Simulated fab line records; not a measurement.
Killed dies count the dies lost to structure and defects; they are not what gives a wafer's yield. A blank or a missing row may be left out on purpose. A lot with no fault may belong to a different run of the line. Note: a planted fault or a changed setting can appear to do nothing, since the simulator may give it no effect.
Which of the tools did it? | flow gf180mcu | Sampling: 12 lots, 36 wafers, 5 of 602 route steps

== WHAT THE GAUGES READ, wafer by wafer ==
GF_VT_IMPLANT_RS_MEAS_49: measurement is done with a four-point probe.
lot  | measured     | on            | MVPSD_RS (ohm/sq)
L257 | day 7 16:44  | film_metro-02 | 1167.8 1173.0 1168.2
L258 | day 7 23:19  | film_metro-03 | 1170.4 1168.7 1167.2
L259 | day 8 08:11  | film_metro-03 | 1166.6 1167.0 1167.9
L260 | day 8 12:00  | film_metro-01 | 1169.7 1171.5 1166.6
L262 | day 9 04:16  | film_metro-03 | 1169.2 1168.3 1169.6
L263 | day 9 13:02  | film_metro-02 | 1169.7 1165.6 1171.9
L265 | day 10 01:20 | film_metro-02 | 1168.5 1168.8 1167.2
L268 | day 10 18:42 | film_metro-02 | 1179.3 1181.0 1181.1 1179.3 1181.4 1179.5
L269 | day 10 23:43 | film_metro-03 | 1181.3 1183.5 1185.4 1180.8 1180.3 1183.2
L277 | day 13 05:56 | film_metro-01 | 1171.0 1170.6 1167.9
L278 | day 13 10:47 | film_metro-01 | 1172.1 1170.9 1171.4
L280 | day 14 04:00 | film_metro-02 | 1165.1 1164.4 1164.0

GF_PSD_OVL_MEAS_08.
lot  | measured     | on         | PSD_OVL (nm)
L257 | day 14 07:27 | overlay-01 | -0.7 1.0 1.9
L258 | day 14 19:31 | overlay-01 | -2.2 -1.0 -0.3
L259 | day 15 04:35 | overlay-02 | 0.7 0.6 -0.1
L260 | day 15 17:23 | overlay-01 | 0.0 -0.3 0.1
L262 | day 16 15:28 | overlay-01 | 0.9 0.7 0.7
L263 | day 16 23:14 | overlay-01 | 1.1 0.1 -1.2
L265 | day 17 17:05 | overlay-01 | -1.0 1.4 2.2
L268 | day 18 10:15 | overlay-01 | 1.0 1.7 0.3
L269 | day 18 16:13 | overlay-02 | 0.3 -1.4 -0.9
L277 | day 21 09:41 | overlay-02 | -0.8 0.8 0.1
L278 | day 21 17:04 | overlay-01 | -0.7 -2.2 -1.8
L280 | day 22 14:45 | overlay-02 | 2.8 1.0 -0.6

GF_CONTACT_BOW_MEAS_05.
lot  | measured     | on            | CONTACT_BOW (um)
L257 | day 15 07:23 | film_metro-01 | 76 73 74
L258 | day 15 19:32 | film_metro-03 | 70 73 70
L259 | day 16 05:17 | film_metro-01 | 59 67 72
L260 | day 16 18:11 | film_metro-02 | 68 65 67
L262 | day 17 16:38 | film_metro-03 | 65 68 77
L263 | day 18 01:24 | film_metro-01 | 66 57 69
L265 | day 18 19:20 | film_metro-01 | 70 65 77
L268 | day 19 12:52 | film_metro-01 | 71 68 71
L269 | day 19 19:14 | film_metro-01 | 65 63 75
L277 | day 22 11:10 | film_metro-03 | 51 65 61
L278 | day 22 18:55 | film_metro-02 | 69 78 64
L280 | day 23 15:50 | film_metro-02 | 65 61 67

== EACH LOT AND THE TOOL THAT RAN IT (in order: tool; ch and the chambers of the sampled wafers; start) ==
lot  | GF_MVPSD_IMPLANT_08             | GF_VT_IMPLANT_WET_ETCH_50
L257 | implanter-04 ch 0, day 5 01:08  | wet_bench-02 ch 1, day 7 16:50
L258 | implanter-04 ch 0, day 5 08:01  | wet_bench-03 ch 3, day 7 23:26
L259 | implanter-03 ch 0, day 5 16:07  | wet_bench-04 ch 3, day 8 08:18
L260 | implanter-03 ch 0, day 5 19:37  | wet_bench-04 ch 0, day 8 12:05
L262 | implanter-03 ch 0, day 6 09:16  | wet_bench-04 ch 0, day 9 04:23
L263 | implanter-01 ch 0, day 6 16:34  | wet_bench-02 ch 0, day 9 13:09
L265 | implanter-03 ch 0, day 7 04:25  | wet_bench-04 ch 0, day 10 01:27
L268 | implanter-03 ch 0, day 7 20:55  | wet_bench-02 ch 3, day 10 20:56
L269 | implanter-03 ch 0, day 8 02:34  | wet_bench-04 ch 1, day 11 08:45
L277 | implanter-01 ch 0, day 10 01:46 | wet_bench-02 ch 0, day 13 06:03
L278 | implanter-04 ch 0, day 10 05:52 | wet_bench-02 ch 1, day 13 10:54
L280 | implanter-04 ch 0, day 10 20:02 | wet_bench-03 ch 1, day 14 04:06
- GF_MVPSD_IMPLANT_08
- GF_VT_IMPLANT_WET_ETCH_50: etches SiO2 in dHF, target depth 20 nm, time 400 s.

== WHAT THE TOOLS THEMSELVES READ (means of the sampled wafers that have a number; where no wafer has one, the mark that the record gives instead) ==
GF_MVPSD_IMPLANT_08.
lot  | tool         | dose_ions_cm2
L257 | implanter-04 | 1.4993e+13
L258 | implanter-04 | 1.4990e+13
L259 | implanter-03 | 1.4986e+13
L260 | implanter-03 | 1.4995e+13
L262 | implanter-03 | 1.5003e+13
L263 | implanter-01 | 1.4993e+13
L265 | implanter-03 | 1.4989e+13
L268 | implanter-03 | 1.4702e+13
L269 | implanter-03 | 1.4705e+13
L277 | implanter-01 | 1.4984e+13
L278 | implanter-04 | 1.4994e+13
L280 | implanter-04 | 1.5030e+13

== THE ANSWER, worked out from the rows above alone ==
Rule: what is usual is taken from the lots themselves. The widest of any qualifying gaps counts: lots, ordered by their means at a reading, are off when they make up no more than a third of the lots, leave a main group of 4 or more, and stand apart from it by 3 or more times the standard deviation of that group's means. The tables above print the reading to a certain number of digits; a main group whose means all agree to those digits is not used. Also off: a lot with no number at a reading for which 4 or more lots have one. Any other lot the step has rows for is counted as sound. After the gauges, taken in route order, come the tools' own readings; for these a lot's mean is taken, as printed above. At the first step where some lot is off, the reading lying furthest off is the one used; lots without a number count as furthest.
Off: at GF_VT_IMPLANT_RS_MEAS_49 (MVPSD_RS), L268, L269. The main group has a mean of 1168.7 ohm/sq with a standard deviation of 1.8.
If a tool, at a process step before that reading, ran all the lots that are off and no sound lot after the first of them, it fits. Not tried: the gauges at GF_VT_IMPLANT_RS_MEAS_49; whatever is off there is also off at GF_MVPSD_IMPLANT_08, on other tools, and gauge error can't account for it. One candidate fits, namely implanter-03 at GF_MVPSD_IMPLANT_08. A fault onset in the window from L265 (day 7 04:25, its last sound lot) to L268 (day 7 20:55, its first lot off) fits.
On the lots that are off, the tool's own readings at GF_MVPSD_IMPLANT_08 differ by more than 5 times the standard deviation of the sound lots' means, which bears it out; dose_ions_cm2 reads 1.4704e+13 there versus 1.4996e+13 on the sound lots.

== WHAT THE SIMULATOR PUT IN ==
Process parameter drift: implanter-03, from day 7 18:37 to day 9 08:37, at GF_MVPSD_IMPLANT_08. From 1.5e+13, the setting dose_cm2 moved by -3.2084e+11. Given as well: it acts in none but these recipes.
Lots struck among those shown: L268, L269. The rule given above showed the same thing.
